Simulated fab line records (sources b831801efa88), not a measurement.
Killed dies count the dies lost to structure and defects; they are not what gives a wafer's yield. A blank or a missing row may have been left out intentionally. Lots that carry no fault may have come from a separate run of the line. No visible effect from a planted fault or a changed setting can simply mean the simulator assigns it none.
Tool commonality check | flow sky130 | 15 lots and 45 wafers in the sample

== WHY IT WAS OPENED ==
At SKY_VT_ADJUST_LVTN_TW_MEAS_21 the reading VT_ADJUST_LVTN_2_TW is flagged on 3 of 15 lots. Fault-free wafers read 189.3, with a standard deviation of 1.3.
Rule: a lot gets a flag if all its wafers with a number sit over 4 standard deviations from that mean, or if no wafer of it has a number. The rest of the lots are taken to be sound.

lot  | measured     | on            | VT_ADJUST_LVTN_2_TW, wafer by wafer | flag
L493 | day 7 11:53  | film-metro-01 | 190.4 189.5 189.8                   |
L495 | day 9 03:08  | film-metro-04 | 190.4 190.9 190.3                   |
L498 | day 9 17:04  | film-metro-04 | 188.4 190.8 189.1                   |
L497 | day 9 19:09  | film-metro-04 | 189.5 190.3 190.3                   |
L499 | day 9 22:20  | film-metro-01 | 188.6 189.1 189.5                   |
L500 | day 9 23:10  | film-metro-02 | 186.7 186.5 186.5                   |
L501 | day 10 03:23 | film-metro-02 | 187.9 188.7 188.9                   |
L502 | day 10 05:20 | film-metro-04 | 191.3 190.0 190.8                   |
L504 | day 10 18:25 | film-metro-02 | 190.0 188.3 189.0                   |
L509 | day 12 02:57 | film-metro-04 | 30.5 30.2 30.3                      | FLAGGED
L510 | day 12 10:44 | film-metro-02 | 30.1 30.1 29.6                      | FLAGGED
L511 | day 13 13:47 | film-metro-02 | 30.0 30.0 29.8                      | FLAGGED
L512 | day 13 21:52 | film-metro-02 | 187.2 187.1 188.1                   |
L515 | day 14 01:38 | film-metro-02 | 188.0 187.5 187.9                   |
L516 | day 14 11:50 | film-metro-04 | 190.9 191.8 191.2                   |
Averaged over the flagged lots the numbers come to 30.1, -159.2 from the usual (-99 or more standard deviations).

== WHICH TOOL RAN EACH LOT ==
Before the reading, the record contains 2 process steps out of a 708-step route. Read each cell as the tool, then ch plus the chambers that the sampled wafers visited, then the start.
lot  | flag    | SKY_VT_ADJUST_LVTN_STRIP_09          | SKY_VT_ADJUST_LVTN_STRIP_20
L493 |         | plasma-asher-03 ch 0, day 6 16:46    | plasma-asher-01 ch 0,1, day 7 11:47
L495 |         | plasma-asher-01 ch 0,1, day 8 06:35  | plasma-asher-01 ch 0,1, day 9 03:01
L498 |         | plasma-asher-03 ch 0,1, day 8 19:22  | plasma-asher-02 ch 0,1, day 9 16:58
L497 |         | plasma-asher-01 ch 0,1, day 8 21:39  | plasma-asher-01 ch 0,1, day 9 19:04
L499 |         | plasma-asher-02 ch 0,1, day 9 01:04  | plasma-asher-02 ch 0,1, day 9 22:14
L500 |         | plasma-asher-02 ch 0,1, day 9 01:41  | plasma-asher-01 ch 0,1, day 9 23:04
L501 |         | plasma-asher-03 ch 0,1, day 9 05:13  | plasma-asher-02 ch 1, day 10 03:16
L502 |         | plasma-asher-02 ch 0,1, day 9 07:02  | plasma-asher-03 ch 0,1, day 10 05:14
L504 |         | plasma-asher-01 ch 0,1, day 9 19:43  | plasma-asher-01 ch 0,1, day 10 18:19
L509 | FLAGGED | plasma-asher-03 ch 0,1, day 11 03:42 | plasma-asher-01 ch 0,1, day 12 02:51
L510 | FLAGGED | plasma-asher-03 ch 0,1, day 11 10:46 | plasma-asher-03 ch 0,1, day 12 10:38
L511 | FLAGGED | plasma-asher-01 ch 0,1, day 12 12:51 | plasma-asher-02 ch 0,1, day 13 13:42
L512 |         | plasma-asher-01 ch 0,1, day 12 19:59 | plasma-asher-03 ch 0,1, day 13 21:46
L515 |         | plasma-asher-03 ch 0,1, day 13 00:09 | plasma-asher-02 ch 0,1, day 14 01:33
L516 |         | plasma-asher-01 ch 0,1, day 13 09:52 | plasma-asher-03 ch 0,1, day 14 11:43
What the steps here do:
- SKY_VT_ADJUST_LVTN_STRIP_09: strips in O2/N2.
- SKY_VT_ADJUST_LVTN_STRIP_20: strips in O2/N2.
- SKY_VT_ADJUST_LVTN_TW_MEAS_21

== FLAGGED OVER TOTAL, TOOL BY TOOL (the gauges that took the reading come last) ==
step                          | tool            | lots run | flagged | share of the flagged lots | sound lots run after its first flagged lot
SKY_VT_ADJUST_LVTN_STRIP_09   | plasma-asher-01 | 6        | 1       | some                      | 2 (L512,L516)
SKY_VT_ADJUST_LVTN_STRIP_09   | plasma-asher-02 | 3        | 0       | none                      | -
SKY_VT_ADJUST_LVTN_STRIP_09   | plasma-asher-03 | 6        | 2       | some                      | 1 (L515)
SKY_VT_ADJUST_LVTN_STRIP_20   | plasma-asher-01 | 6        | 1       | some                      | 0
SKY_VT_ADJUST_LVTN_STRIP_20   | plasma-asher-02 | 5        | 1       | some                      | 1 (L515)
SKY_VT_ADJUST_LVTN_STRIP_20   | plasma-asher-03 | 4        | 1       | some                      | 2 (L512,L516)
SKY_VT_ADJUST_LVTN_TW_MEAS_21 | film-metro-01   | 2        | 0       | none                      | -
SKY_VT_ADJUST_LVTN_TW_MEAS_21 | film-metro-02   | 7        | 2       | some                      | 2 (L512,L515)
SKY_VT_ADJUST_LVTN_TW_MEAS_21 | film-metro-04   | 6        | 1       | some                      | 1 (L516)

== WHAT IS ALLOWED BY THE TABLE ==
No row of the table ran every flagged lot.

== WHAT HAD BEEN PUT IN BY THE SIMULATOR ==
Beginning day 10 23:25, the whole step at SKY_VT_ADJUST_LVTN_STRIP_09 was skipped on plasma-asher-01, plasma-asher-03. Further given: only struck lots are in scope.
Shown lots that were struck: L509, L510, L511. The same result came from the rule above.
